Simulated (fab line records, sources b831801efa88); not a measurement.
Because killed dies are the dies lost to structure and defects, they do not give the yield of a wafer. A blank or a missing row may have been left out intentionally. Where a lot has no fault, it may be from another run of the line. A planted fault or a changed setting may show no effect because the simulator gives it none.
Which of the tools did it? + flow sky130 + 45 wafers from 15 lots sampled at 4 of the route's 708 steps

WHAT EACH GAUGE READ, for each wafer
SKY_VIA3_THK_MEAS_01. Usual: VIA3_HDPCVD_THK 1637 nm, standard deviation 18.
| lot  | measured     | on            | VIA3_HDPCVD_THK (nm) | flag |
|------|--------------|---------------|----------------------|------|
| L515 | day 39 06:52 | film_metro-02 | 1638 1658 1636       |      |
| L517 | day 39 16:01 | film_metro-01 | 1657 1674 1664       |      |
| L518 | day 39 19:28 | film_metro-01 | 1649 1625 1605       |      |
| L519 | day 40 07:06 | film_metro-02 | 1672 1672 1664       |      |
| L520 | day 40 13:37 | film_metro-04 | 1623 1653 1636       |      |
| L521 | day 40 19:37 | film_metro-04 | 1654 1659 1646       |      |
| L522 | day 40 22:55 | film_metro-02 | 1636 1617 1625       |      |
| L524 | day 41 16:00 | film_metro-02 | 1633 1624 1616       |      |
| L525 | day 41 23:41 | film_metro-02 | 1646 1648 1631       |      |
| L526 | day 42 13:18 | film_metro-02 | 1646 1649 1628       |      |
| L533 | day 44 09:34 | film_metro-01 | 1629 1624 1621       |      |
| L537 | day 45 02:52 | film_metro-04 | 1632 1653 1654       |      |

WHICH TOOL RAN EACH LOT (tool, then ch and the chambers of the sampled wafers, then the start)
| lot  | SKY_SONOS_ONO_DEVELOP_12          | SKY_METAL1_SPUTTER_02        | SKY_VIA1_ETCH_14                   |
|------|-----------------------------------|------------------------------|------------------------------------|
| L515 | litho_track-01 ch 0, day 13 10:55 | pvd_sputter-01, day 32 09:40 | rie_diel-03 ch 0,2,3, day 34 16:46 |
| L517 | litho_track-04 ch 0, day 13 19:29 | pvd_sputter-03, day 32 17:49 | rie_diel-03 ch 1,2,3, day 35 01:39 |
| L518 | litho_track-04 ch 0, day 13 22:23 | pvd_sputter-01, day 33 00:02 | rie_diel-02 ch 1,2, day 35 06:53   |
| L519 | litho_track-02 ch 0, day 14 09:22 | pvd_sputter-02, day 33 11:41 | rie_diel-03 ch 0,1,3, day 35 18:32 |
| L520 | litho_track-04 ch 0, day 14 15:55 | pvd_sputter-01, day 33 19:11 | rie_diel-02 ch 1,2,3, day 36 01:51 |
| L521 | litho_track-04 ch 0, day 14 23:19 | pvd_sputter-01, day 34 00:01 | rie_diel-02 ch 0,1, day 36 06:49   |
| L522 | litho_track-01 ch 0, day 15 08:07 | pvd_sputter-01, day 34 06:23 | rie_diel-01 ch 2,3, day 36 12:51   |
| L524 | litho_track-02 ch 0, day 15 23:14 | pvd_sputter-03, day 34 21:50 | rie_diel-03 ch 0,1,2, day 37 03:54 |
| L525 | litho_track-02 ch 0, day 16 10:13 | pvd_sputter-02, day 35 07:20 | rie_diel-02 ch 1,2,3, day 37 12:29 |
| L526 | litho_track-02 ch 0, day 17 01:49 | pvd_sputter-03, day 35 22:48 | rie_diel-02 ch 1,2,3, day 38 04:14 |
| L528 | litho_track-02, day 17 18:46      | -                            | -                                  |
| L529 | litho_track-04, day 18 04:11      | -                            | -                                  |
| L530 | litho_track-04, day 18 14:09      | -                            | -                                  |
| L533 | litho_track-01 ch 0, day 19 10:58 | pvd_sputter-02, day 38 00:03 | rie_diel-02 ch 0,1,2, day 40 04:17 |
| L537 | litho_track-04 ch 0, day 20 15:00 | pvd_sputter-02, day 38 20:13 | rie_diel-03 ch 2,3, day 40 23:53   |
- SKY_SONOS_ONO_DEVELOP_12: develop time 60 s.
- SKY_METAL1_SPUTTER_02: material AlCu, target thk 250 nm, time 13.3 s.
- SKY_VIA1_ETCH_14: etches BARC in N2/H2, stops on SiO2, time 45.9 s, target depth 60 nm.

AS READ BY THE TOOLS THEMSELVES (means over the sampled wafers that have a number; for cases with no such wafer, the mark the record gives instead)
SKY_SONOS_ONO_DEVELOP_12. Usual: chill_plate_temp_C 23.03 C, standard deviation 0.11; developer_temp_C 22.99 C, standard deviation 0.087.
| lot  | tool           | chill_plate_temp_C (C) | developer_temp_C (C) | flag |
|------|----------------|------------------------|----------------------|------|
| L515 | litho_track-01 | 23.25                  | 23.02                |      |
| L517 | litho_track-04 | 23.01                  | 22.93                |      |
| L518 | litho_track-04 | 23.10                  | 22.99                |      |
| L519 | litho_track-02 | 23.04                  | 23.07                |      |
| L520 | litho_track-04 | 22.93                  | 22.97                |      |
| L521 | litho_track-04 | 22.95                  | 23.01                |      |
| L522 | litho_track-01 | 23.18                  | 23.02                |      |
| L524 | litho_track-02 | 23.08                  | 22.98                |      |
| L525 | litho_track-02 | 22.98                  | 23.04                |      |
| L526 | litho_track-02 | 23.03                  | 23.03                |      |
| L528 | litho_track-02 | -                      | -                    | OFF  |
| L529 | litho_track-04 | -                      | -                    | OFF  |
| L530 | litho_track-04 | -                      | -                    | OFF  |
| L533 | litho_track-01 | 22.94                  | 23.00                |      |
| L537 | litho_track-04 | 23.00                  | 22.91                |      |

SKY_METAL1_SPUTTER_02. Usual: cathode_dc_power_W 10600 W, standard deviation 1.9; throttle_valve_pct 29.8 %, standard deviation 0.92.
| lot  | tool           | cathode_dc_power_W (W) | throttle_valve_pct (%) | flag |
|------|----------------|------------------------|------------------------|------|
| L515 | pvd_sputter-01 | 10600                  | 29.5                   |      |
| L517 | pvd_sputter-03 | 10600                  | 30.3                   |      |
| L518 | pvd_sputter-01 | 10599                  | 30.1                   |      |
| L519 | pvd_sputter-02 | 10600                  | 28.7                   |      |
| L520 | pvd_sputter-01 | 10600                  | 29.3                   |      |
| L521 | pvd_sputter-01 | 10601                  | 29.3                   |      |
| L522 | pvd_sputter-01 | 10599                  | 29.9                   |      |
| L524 | pvd_sputter-03 | 10602                  | 30.5                   |      |
| L525 | pvd_sputter-02 | 10600                  | 29.6                   |      |
| L526 | pvd_sputter-03 | 10603                  | 30.4                   |      |
| L533 | pvd_sputter-02 | 10600                  | 28.8                   |      |
| L537 | pvd_sputter-02 | 10599                  | 30.2                   |      |

SKY_VIA1_ETCH_14. Usual: bias_w 100.04 W, standard deviation 0.28; drypump_motor_current_A 5.7 A, standard deviation 0.52; oes_product_au 0.855 a.u., standard deviation 0.0046; throttle_valve_pct 13.224 %, standard deviation 0.009.
| lot  | tool        | bias_w (W) | drypump_motor_current_A (A) | oes_product_au (a.u.) | throttle_valve_pct (%) | flag |
|------|-------------|------------|-----------------------------|-----------------------|------------------------|------|
| L515 | rie_diel-03 | 99.91      | 5.4                         | 0.856                 | 13.222                 |      |
| L517 | rie_diel-03 | 100.00     | 5.2                         | 0.854                 | 13.224                 |      |
| L518 | rie_diel-02 | 100.27     | 5.9                         | 0.854                 | 13.231                 |      |
| L519 | rie_diel-03 | 100.09     | 5.7                         | 0.852                 | 13.220                 |      |
| L520 | rie_diel-02 | 100.15     | 5.9                         | 0.851                 | 13.226                 |      |
| L521 | rie_diel-02 | 100.00     | 5.9                         | 0.854                 | 13.224                 |      |
| L522 | rie_diel-01 | 100.20     | 5.3                         | 0.849                 | 13.234                 |      |
| L524 | rie_diel-03 | 99.88      | 5.8                         | 0.858                 | 13.223                 |      |
| L525 | rie_diel-02 | 100.03     | 5.9                         | 0.853                 | 13.227                 |      |
| L526 | rie_diel-02 | 100.30     | 5.9                         | 0.859                 | 13.214                 |      |
| L533 | rie_diel-02 | 100.04     | 5.9                         | 0.858                 | 13.231                 |      |
| L537 | rie_diel-03 | 99.94      | 4.8                         | 0.856                 | 13.220                 |      |

THE ANSWER, worked out from the rows above alone
Rule: take the mean of a lot's wafers that have a number; if it is more than 3 standard deviations from the usual mean, the lot is off. Also off: a lot with no number at a reading for which 4 or more lots have one. The other lots that the step has rows for count as sound. Order of review: gauges by route order, followed by the tools' own readings, for which a lot's mean as printed above is used. At the first step where some lot is off, the reading lying furthest off is the one used; lots without a number count as furthest.
Off: L528, L529, L530 (SKY_SONOS_ONO_DEVELOP_12, chill_plate_temp_C). Without a number there: L528, L529, L530.
If a tool, at that step or one of the process steps before it, ran each lot that is off and ran no sound lot following the first of them, it fits. None of those tried fits.

WHAT THE SIMULATOR HAD PUT IN
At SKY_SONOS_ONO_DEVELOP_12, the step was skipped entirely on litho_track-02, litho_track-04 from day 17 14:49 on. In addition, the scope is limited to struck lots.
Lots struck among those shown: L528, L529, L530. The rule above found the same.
